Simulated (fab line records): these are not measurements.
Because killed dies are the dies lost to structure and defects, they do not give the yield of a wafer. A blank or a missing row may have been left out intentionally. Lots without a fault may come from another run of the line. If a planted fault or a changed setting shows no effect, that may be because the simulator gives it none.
One fault through the eyes of 2 desks :: flow gf180mcu :: numbers are kept per desk, each desk with only its own; the story behind them comes last

THE METROLOGY DESK
What the gauges read, lot by lot, whatever tool the lot ran on: means of the sampled wafers that have a number. If a lot's mean is further than 4 standard deviations from the usual mean, the lot is out of limits and carries the mark OUT (the distance appears in the brackets).
Columns: A = cd nm at GF_V2_CD_MEAS_14, usual 260.0 nm; B = V2_OVL at GF_V2_OVL_MEAS_15, usual 1 nm
lot: L154
first seen here: day 21 02:56
A: 261.0
B: 4

lot: L155
first seen here: day 21 10:04
A: 260.2
B: -6

lot: L156
first seen here: day 21 21:02
A: 259.1
B: 4

lot: L157
first seen here: day 21 21:41
A: 259.2
B: -2

lot: L158
first seen here: day 22 01:32
A: 260.8
B: -4

lot: L160
first seen here: day 22 14:38
A: 257.5
B: 6

lot: L162
first seen here: day 23 07:16
A: 260.2
B: 5

lot: L171
first seen here: day 26 05:40
A: 260.2
B: -1

lot: L172
first seen here: day 26 12:02
A: 260.9
B: 1

lot: L173
first seen here: day 26 15:23
A: 259.1
B: -3

lot: L176
first seen here: day 27 12:01
A: 259.5
B: 0

lot: L177
first seen here: day 27 16:41
A: 260.1
B: -1
Finding of this desk: none of the 12 lots has anything out of limits.

FOR THE TOOL OWNER'S DESK: litho track-01
The tool's own readings at GF_V2_PEB_12 (peb time 87.81 s): means of the sampled wafers that have a number, for each lot that ran on this tool. If a lot's mean is further than 4 standard deviations from the usual mean, the lot is out of limits and carries the mark OUT (the distance appears in the brackets).
Columns: A = chill plate temp C at GF_V2_PEB_12, usual 23.00 C; B = exhaust pa at GF_V2_PEB_12, usual 45.2 Pa
lot: L158
first seen here: day 22 01:11
A: 23.17
B: 44.6

lot: L172
first seen here: day 26 11:41
A: 22.97
B: 45.7
Finding of this desk: none of the 2 lots has anything out of limits.

PUT TOGETHER
At the metrology desk, nothing out of limits was observed.
The tool owner's desk saw nothing out of limits.

WHAT THE SIMULATOR HAD INSERTED
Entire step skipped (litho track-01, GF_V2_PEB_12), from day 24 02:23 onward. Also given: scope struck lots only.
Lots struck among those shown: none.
